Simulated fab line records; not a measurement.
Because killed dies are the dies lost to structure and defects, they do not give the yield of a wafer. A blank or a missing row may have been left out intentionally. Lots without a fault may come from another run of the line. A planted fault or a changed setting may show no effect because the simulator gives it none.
A struck lot beside a sound one | flow sky130 | 44 steps out of a route of 708
Sound: the wafers L139.3, L139.5, L139.6. Struck: wafers L161.3, L161.4. (L161.6 of the same lot was not struck and is left out.) The cause comes at the end.
Each step with rows lists, per side, the tool, then ch with its chambers, then its first start. Under that, the readings that differ: sound wafers | struck wafers | difference of the means | sigmas: that difference in standard deviations of wafers without a fault.
alike: readings with means less than 2 such deviations apart, plus words and numbers identical on both sides. not compared: withheld readings, readings lacking a value on some wafer, bounds such as >300 that could conceal the same value, and numbers that have no deviation in the record and whose values overlap.
A row with sigmas, a row that says differs or no value, or rows on one side alone: a step with any of these is where the two part. When numbers do not overlap yet have no deviation, they are printed without sigmas and do not part them. A reading missing from all wafers of one side parts the sides only when that side holds two or more wafers.

first, 3 steps without rows for these wafers: SKY_VIA3_CLEAN_18 (cleans in IPA, time 180 s); SKY_VIA3_CLEAN_19 (cleans in O3/DIW); SKY_VIA3_SPUTTER_20 (material TiN, target thk 20 nm, time 80 s).
SKY_VIA3_CVD_21: deposits W, target thk 390 nm, time 117.31 s.
  sound on cvdW-02 ch 0,1, day 39 19:01; struck on cvdW-02 ch 0,1, day 46 12:34
  alike: heaterPowerW
SKY_VIA3_RS_MEAS_22: measures by four-point-probe.
  sound on filmMetro-02, day 39 19:09; struck on filmMetro-01, day 46 12:41
  alike: VIA3_W_RS
SKY_VIA3_THK_MEAS_23: measures by xrf.
  sound on filmMetro-02, day 39 19:15; struck on filmMetro-01, day 46 12:47
  alike: VIA3_W_THK
SKY_VIA3_CMP_24: polishes, stops on SiO2, t overpolish 20 s, target thk 0 nm.
  sound on cmp-02 ch 1,2, day 39 19:20; struck on cmp-01 ch 1,2, day 46 12:53
  alike: motorCurrentA, overpolishRunS, slurryFlowMlMin, timeToEndpointS
then, 5 steps without rows for these wafers: SKY_METAL4_SPUTTER_00 (material Ti, target thk 15 nm, time 10 s); SKY_METAL4_SPUTTER_01 (material TiN, target thk 20 nm, time 16.7 s); SKY_METAL4_SPUTTER_02 (material AlCu, target thk 735 nm, time 39.1 s); SKY_METAL4_SPUTTER_03 (material Ti, target thk 5 nm, time 3.3 s); SKY_METAL4_SPUTTER_04 (material TiN, target thk 70 nm, time 58.3 s).
SKY_CAP2M_CVD_00: deposits SiO2, target thk 15.5 nm.
  sound on pecvd-02 ch 0,2, day 39 19:44; struck on pecvd-02 ch 0,1, day 46 13:17
reading                               | sound             | struck      | difference | sigmas
model.SiO2_of_CAP2M_CVD_00.thkNm (nm) | 15.73 15.77 15.58 | 14.11 14.59 | -1.34      | 
  alike: heaterPowerW
SKY_CAP2M_THK_MEAS_01:
  sound on filmMetro-04, day 39 19:47; struck on filmMetro-04, day 46 13:20
reading               | sound             | struck      | difference | sigmas
CAP2M_CVD_00_THK (nm) | 15.73 15.81 15.63 | 14.13 14.61 | -1.35      | -6
SKY_CAP2M_SPUTTER_02: material TiN, target thk 200 nm, time 166.7 s.
  sound on pvdSputter-02, day 39 19:49; struck on pvdSputter-02, day 46 13:22
  alike: throttleValvePct
SKY_CAP2M_RS_MEAS_03: measures by four-point-probe.
  sound on filmMetro-01, day 39 19:58; struck on filmMetro-01, day 46 13:31
  alike: CAP2M_TIN_RS
SKY_CAP2M_THK_MEAS_04: measures by xrf.
  sound on filmMetro-01, day 39 20:04; struck on filmMetro-01, day 46 13:37
  alike: CAP2M_TIN_THK
then, 7 steps without rows for these wafers: SKY_CAP2M_DEHYDRATE_05 (time 60 s); SKY_CAP2M_HMDS_06 (prime time 60 s); SKY_CAP2M_COAT_07 (resist thk 1140 nm); SKY_CAP2M_SOFTBAKE_08 (time 60 s); SKY_CAP2M_EXPOSE_09 (exposes mask CAP2M, target cd 1000 nm); SKY_CAP2M_PEB_10; SKY_CAP2M_DEVELOP_11 (develop time 60 s).
SKY_CAP2M_OVL_MEAS_12:
  sound on overlay-02, day 40 20:36; struck on overlay-02, day 47 10:12
  alike: CAP2M_OVL
then, 1 step without rows for these wafers: SKY_CAP2M_METAL_ETCH_13 (etches TiN in Cl2/BCl3, stops on SiO2, target depth 220 nm, time 62.9 s).
SKY_CAP2M_STRIP_14: strips in O2/N2.
  sound on plasmaAsher-03 ch 0,1, day 40 20:44; struck on plasmaAsher-03 ch 0,1, day 47 10:25
  alike: drypumpMotorCurrentA, oesProductAu, stripTimeToEndpointS
  not compared: rfHoursCounterH
then, 11 steps without rows for these wafers: SKY_CAP2M_STRIP_15 (strips in post etch residue remover, time 1200 s); SKY_CAP2M_CLEAN_16 (cleans in IPA, time 180 s); SKY_CAP2M_CLEAN_17 (cleans in O3/DIW); SKY_METAL4_DEHYDRATE_05 (time 60 s); SKY_METAL4_HMDS_06 (prime time 60 s); SKY_METAL4_COAT_07 (resist thk 60 nm); SKY_METAL4_COAT_08 (resist thk 1140 nm); SKY_METAL4_SOFTBAKE_09 (time 90 s); SKY_METAL4_EXPOSE_10 (exposes mask MM4, target cd 300 nm); SKY_METAL4_PEB_11; SKY_METAL4_DEVELOP_12 (develop time 60 s).
SKY_METAL4_CD_MEAS_13: the cd target is 300 nm.
  sound on cdSem-01, day 41 21:46; struck on cdSem-02, day 48 06:34
  alike: cdNm
SKY_METAL4_OVL_MEAS_14:
  sound on overlay-02, day 41 21:52; struck on overlay-01, day 48 06:40
reading         | sound  | struck | difference | sigmas
METAL4_OVL (nm) | 6 10 1 | -11 -6 | -14        | -3
then, 1 step without rows for these wafers: SKY_METAL4_DESCUM_15 (chemistry O2, time 8 s).
SKY_METAL4_ETCH_16: etches BARC in N2/H2, stops on SiO2, time 88.2 s, target depth 60 nm.
  sound on rieMetal-04 ch 0,1, day 41 21:57; struck on rieMetal-04 ch 0,1, day 48 06:45
  alike: drypumpMotorCurrentA, oesProductAu, throttleValvePct
  not compared: rfHoursCounterH
SKY_METAL4_ETCH_17: etches SiO2 in C4F8/O2/Ar, stops on TiN, time 3.9 s, target depth 15 nm.
  sound on rieDiel-01 ch 0,2,3, day 41 22:01; struck on rieDiel-02 ch 1, day 48 06:49
reading                 | sound             | struck      | difference | sigmas
oesProductAu (a.u.)     | 0.762 0.761 0.748 | 0.723 0.736 | -0.027     | -4
model.etch.depthNm (nm) | 15.73 15.77 15.58 | 14.11 14.59 | -1.34      | 
  not compared: rfHoursCounterH
-- the record jumps here: 3 days lie between the struck wafers' starts before and after (it left off in module METAL4 and takes up again in module PAD_OPEN, whose first step shown is number 708 of the route) --
SKY_PAD_OPEN_PROBE_99:
  sound on prober-02, day 45 22:37; struck on prober-01, day 51 09:18
reading                           | sound                | struck        | difference | sigmas
model.etest.capMim2.bvV (V)       | 14.21 13.62 13.96    | 12.63 12.81   | -1.21      | 
model.etest.capMim2.leakLog10ACm2 | -8.856 -9.246 -8.927 | -8.663 -8.569 | +0.394     | 
model.etest.capMim2.cFfUm2        | 2.315 2.3 2.353      | 2.578 2.487   | +0.210     | 
  alike: defectLimitedYield, killed_at_M0_to_M3, killed_at_M4_up, killedAtContacts, killedAtFrontEnd, killedAtOther, killedDies, killedOpen, killedShort, sort_bin_3_pad_short, sort_bin_5_function, sort_bin_6_memory, sortNPass, sortYieldPct

## WHERE THEY PART
Earliest at SKY_CAP2M_THK_MEAS_01; latest, in this record, at SKY_METAL4_ETCH_17. Later steps at which nothing parts them and some readings are alike: SKY_PAD_OPEN_PROBE_99.

WHY: whatever the simulator had introduced
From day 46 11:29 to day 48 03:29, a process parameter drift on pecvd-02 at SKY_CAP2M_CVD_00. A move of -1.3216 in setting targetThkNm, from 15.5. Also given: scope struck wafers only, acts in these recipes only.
